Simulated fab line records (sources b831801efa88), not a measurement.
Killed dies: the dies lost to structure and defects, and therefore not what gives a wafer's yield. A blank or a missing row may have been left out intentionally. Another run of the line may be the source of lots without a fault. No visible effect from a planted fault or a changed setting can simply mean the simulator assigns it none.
The tool behind it: which one? :: flow gf180mcu :: 38 wafers from 13 lots sampled at 5 of the route's 602 steps

## WHAT THE GAUGES SHOWED, per wafer
GF_M3_THK_MEAS_06: measures by xrf.
lot: L976
measured: day 20 16:55
on: film-metro-04
M3_ALCU_THK (nm): 459 455 455

lot: L977
measured: day 21 04:54
on: film-metro-01
M3_ALCU_THK (nm): 449 448 448

lot: L978
measured: day 21 15:11
on: film-metro-03
M3_ALCU_THK (nm): 451 441 453

lot: L979
measured: day 22 00:07
on: film-metro-03
M3_ALCU_THK (nm): 454 448 457

lot: L985
measured: day 24 02:17
on: film-metro-03
M3_ALCU_THK (nm): 457 455 456

lot: L986
measured: day 24 16:20
on: film-metro-03
M3_ALCU_THK (nm): 451 452 447

lot: L987
measured: day 24 18:59
on: film-metro-03
M3_ALCU_THK (nm): 446 458 455

lot: L988
measured: day 25 00:40
on: film-metro-04
M3_ALCU_THK (nm): 450 441 443

lot: L989
measured: day 25 11:17
on: film-metro-04
M3_ALCU_THK (nm): 451 443 457

lot: L990
measured: day 25 15:43
on: film-metro-01
M3_ALCU_THK (nm): 445 449 445

lot: L995
measured: day 27 06:59
on: film-metro-01
M3_ALCU_THK (nm): 452 452

lot: L997
measured: day 27 15:53
on: film-metro-03
M3_ALCU_THK (nm): 450 458 446

lot: L998
measured: day 28 05:43
on: film-metro-01
M3_ALCU_THK (nm): 451 443 453

GF_M3_OVL_MEAS_15.
lot: L976
measured: day 21 16:23
on: overlay-02
M3_OVL (nm): -5 4 -1

lot: L977
measured: day 22 04:39
on: overlay-02
M3_OVL (nm): 0 -5 -1

lot: L978
measured: day 22 15:00
on: overlay-01
M3_OVL (nm): 4 -1 2

lot: L979
measured: day 22 23:01
on: overlay-02
M3_OVL (nm): 3 -3 4

lot: L985
measured: day 25 00:08
on: overlay-02
M3_OVL (nm): -4 3 -1

lot: L986
measured: day 25 13:17
on: overlay-02
M3_OVL (nm): 7 9 13

lot: L987
measured: day 25 16:18
on: overlay-02
M3_OVL (nm): -3 -10 -6

lot: L988
measured: day 25 21:54
on: overlay-01
M3_OVL (nm): 12 3 4

lot: L989
measured: day 26 07:54
on: overlay-01
M3_OVL (nm): 5 8 7

lot: L990
measured: day 26 12:20
on: overlay-01
M3_OVL (nm): 0 -1 1

lot: L995
measured: day 28 02:48
on: overlay-01
M3_OVL (nm): -2 -1

lot: L997
measured: day 28 11:18
on: overlay-02
M3_OVL (nm): 4 10 6

lot: L998
measured: day 29 01:03
on: overlay-01
M3_OVL (nm): 0 -1 0

GF_V3_THK_MEAS_01.
lot: L976
measured: day 21 17:14
on: film-metro-03
V3_CVD_00_THK (nm): 601 607 606

lot: L977
measured: day 22 05:25
on: film-metro-03
V3_CVD_00_THK (nm): 605 605 603

lot: L978
measured: day 22 15:46
on: film-metro-04
V3_CVD_00_THK (nm): 605 591 601

lot: L979
measured: day 22 23:47
on: film-metro-03
V3_CVD_00_THK (nm): 606 603 603

lot: L985
measured: day 25 00:55
on: film-metro-04
V3_CVD_00_THK (nm): 592 605 604

lot: L986
measured: day 25 14:14
on: film-metro-02
V3_CVD_00_THK (nm): 596 616 599

lot: L987
measured: day 25 17:10
on: film-metro-04
V3_CVD_00_THK (nm): 612 611 613

lot: L988
measured: day 25 22:49
on: film-metro-02
V3_CVD_00_THK (nm): 608 618 610

lot: L989
measured: day 26 08:42
on: film-metro-03
V3_CVD_00_THK (nm): 612 614 610

lot: L990
measured: day 26 13:07
on: film-metro-03
V3_CVD_00_THK (nm): 610 597 607

lot: L995
measured: day 28 03:40
on: film-metro-02
V3_CVD_00_THK (nm): 507 506

lot: L997
measured: day 28 12:04
on: film-metro-04
V3_CVD_00_THK (nm): 594 595 601

lot: L998
measured: day 29 01:48
on: film-metro-04
V3_CVD_00_THK (nm): 595 608 596

## TOOL THAT RAN EACH LOT (tool first, then ch and the chambers of the sampled wafers, then the start)
lot: L976
GF_M3_SPUTTER_03: pvd-sputter-04, day 20 16:44
GF_V3_CVD_00: hdpcvd-01 ch 1,2, day 21 17:10

lot: L977
GF_M3_SPUTTER_03: pvd-sputter-04, day 21 04:43
GF_V3_CVD_00: hdpcvd-01 ch 0,2, day 22 05:20

lot: L978
GF_M3_SPUTTER_03: pvd-sputter-01, day 21 14:59
GF_V3_CVD_00: hdpcvd-02 ch 0,2, day 22 15:40

lot: L979
GF_M3_SPUTTER_03: pvd-sputter-01, day 21 23:55
GF_V3_CVD_00: hdpcvd-02 ch 0,1,2, day 22 23:41

lot: L985
GF_M3_SPUTTER_03: pvd-sputter-01, day 24 02:06
GF_V3_CVD_00: hdpcvd-01 ch 0,1, day 25 00:50

lot: L986
GF_M3_SPUTTER_03: pvd-sputter-04, day 24 16:09
GF_V3_CVD_00: hdpcvd-01 ch 0,1, day 25 14:08

lot: L987
GF_M3_SPUTTER_03: pvd-sputter-02, day 24 18:49
GF_V3_CVD_00: hdpcvd-01 ch 0,2, day 25 17:05

lot: L988
GF_M3_SPUTTER_03: pvd-sputter-04, day 25 00:28
GF_V3_CVD_00: hdpcvd-01 ch 0,1, day 25 22:44

lot: L989
GF_M3_SPUTTER_03: pvd-sputter-02, day 25 11:07
GF_V3_CVD_00: hdpcvd-02 ch 0,1, day 26 08:38

lot: L990
GF_M3_SPUTTER_03: pvd-sputter-01, day 25 15:31
GF_V3_CVD_00: hdpcvd-01 ch 0,1,2, day 26 13:02

lot: L995
GF_M3_SPUTTER_03: pvd-sputter-02, day 27 06:48
GF_V3_CVD_00: hdpcvd-01 ch 0, day 28 03:35

lot: L997
GF_M3_SPUTTER_03: pvd-sputter-02, day 27 15:41
GF_V3_CVD_00: hdpcvd-02 ch 0,2, day 28 11:58

lot: L998
GF_M3_SPUTTER_03: pvd-sputter-02, day 28 05:32
GF_V3_CVD_00: hdpcvd-02 ch 0,2, day 29 01:44
- GF_M3_SPUTTER_03: material Ti, target thk 10 nm, time 6.7 s.
- GF_V3_CVD_00: deposits SiO2, target thk 600 nm, time 100 s.

## WHAT THE TOOLS THEMSELVES READ (means of the sampled wafers that have a number; where no wafer has one, the mark that the record gives instead)
GF_M3_SPUTTER_03.
lot: L976
tool: pvd-sputter-04
throttle-valve-pct (%): 28.6

lot: L977
tool: pvd-sputter-04
throttle-valve-pct (%): 30.3

lot: L978
tool: pvd-sputter-01
throttle-valve-pct (%): 31.0

lot: L979
tool: pvd-sputter-01
throttle-valve-pct (%): 30.0

lot: L985
tool: pvd-sputter-01
throttle-valve-pct (%): 29.9

lot: L986
tool: pvd-sputter-04
throttle-valve-pct (%): 29.5

lot: L987
tool: pvd-sputter-02
throttle-valve-pct (%): 30.2

lot: L988
tool: pvd-sputter-04
throttle-valve-pct (%): 29.3

lot: L989
tool: pvd-sputter-02
throttle-valve-pct (%): 30.0

lot: L990
tool: pvd-sputter-01
throttle-valve-pct (%): 30.4

lot: L995
tool: pvd-sputter-02
throttle-valve-pct (%): 30.1

lot: L997
tool: pvd-sputter-02
throttle-valve-pct (%): 29.9

lot: L998
tool: pvd-sputter-02
throttle-valve-pct (%): 29.7

GF_V3_CVD_00.
lot: L976
tool: hdpcvd-01
sih4-flow-sccm (sccm): 60.07

lot: L977
tool: hdpcvd-01
sih4-flow-sccm (sccm): 60.03

lot: L978
tool: hdpcvd-02
sih4-flow-sccm (sccm): 60.06

lot: L979
tool: hdpcvd-02
sih4-flow-sccm (sccm): 60.10

lot: L985
tool: hdpcvd-01
sih4-flow-sccm (sccm): 59.95

lot: L986
tool: hdpcvd-01
sih4-flow-sccm (sccm): 60.07

lot: L987
tool: hdpcvd-01
sih4-flow-sccm (sccm): 59.98

lot: L988
tool: hdpcvd-01
sih4-flow-sccm (sccm): 60.06

lot: L989
tool: hdpcvd-02
sih4-flow-sccm (sccm): 59.94

lot: L990
tool: hdpcvd-01
sih4-flow-sccm (sccm): 60.01

lot: L995
tool: hdpcvd-01
sih4-flow-sccm (sccm): 51.11

lot: L997
tool: hdpcvd-02
sih4-flow-sccm (sccm): 59.97

lot: L998
tool: hdpcvd-02
sih4-flow-sccm (sccm): 59.83

## THE ANSWER, worked out from the rows above alone
Rule: the usual values come from the lots themselves. Put in order of their means at a reading, lots are off if they are a third of the lots or fewer, leave a main group of 4 or more, and stand apart from it by a gap of 3 or more times the standard deviation of the main group's means; of several such gaps the widest counts. If all means in a main group match to the digits the tables above print for the reading, that group is not used. Also off: a lot with no number at a reading for which 4 or more lots have one. The other lots that the step has rows for count as sound. The gauges are gone through in route order, then the tools' own readings, and for those a lot's mean is taken as printed above. At the first step where some lot is off, the reading lying furthest off is the one used; lots without a number count as furthest.
Off: L995, seen at GF_V3_THK_MEAS_01 (V3_CVD_00_THK). Main group: mean 604 nm, sd 5.
If a tool, at a process step before that reading, ran all the lots that are off and no sound lot after the first of them, it fits. Not tried: the gauges at GF_V3_THK_MEAS_01; whatever is off there is also off at GF_V3_CVD_00, on other tools, and gauge error can't account for it. One fits: GF_V3_CVD_00 on hdpcvd-01. A fault onset in the window from L990 (day 26 13:02, its last sound lot) to L995 (day 28 03:35, its first lot off) fits.
The tool's own readings at GF_V3_CVD_00 bear it out: on the lots that are off they differ by more than 5 times the standard deviation of the sound lots' means. sih4-flow-sccm reads 51.11 sccm there against 60.01 sccm on the sound lots.

## WHAT THE SIMULATOR HAD INSERTED
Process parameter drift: hdpcvd-01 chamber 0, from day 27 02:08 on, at GF_V3_CVD_00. From 60, the setting sih4-flow-sccm moved by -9. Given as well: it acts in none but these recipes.
Lots struck among those shown: L995. The same result came from the rule above.
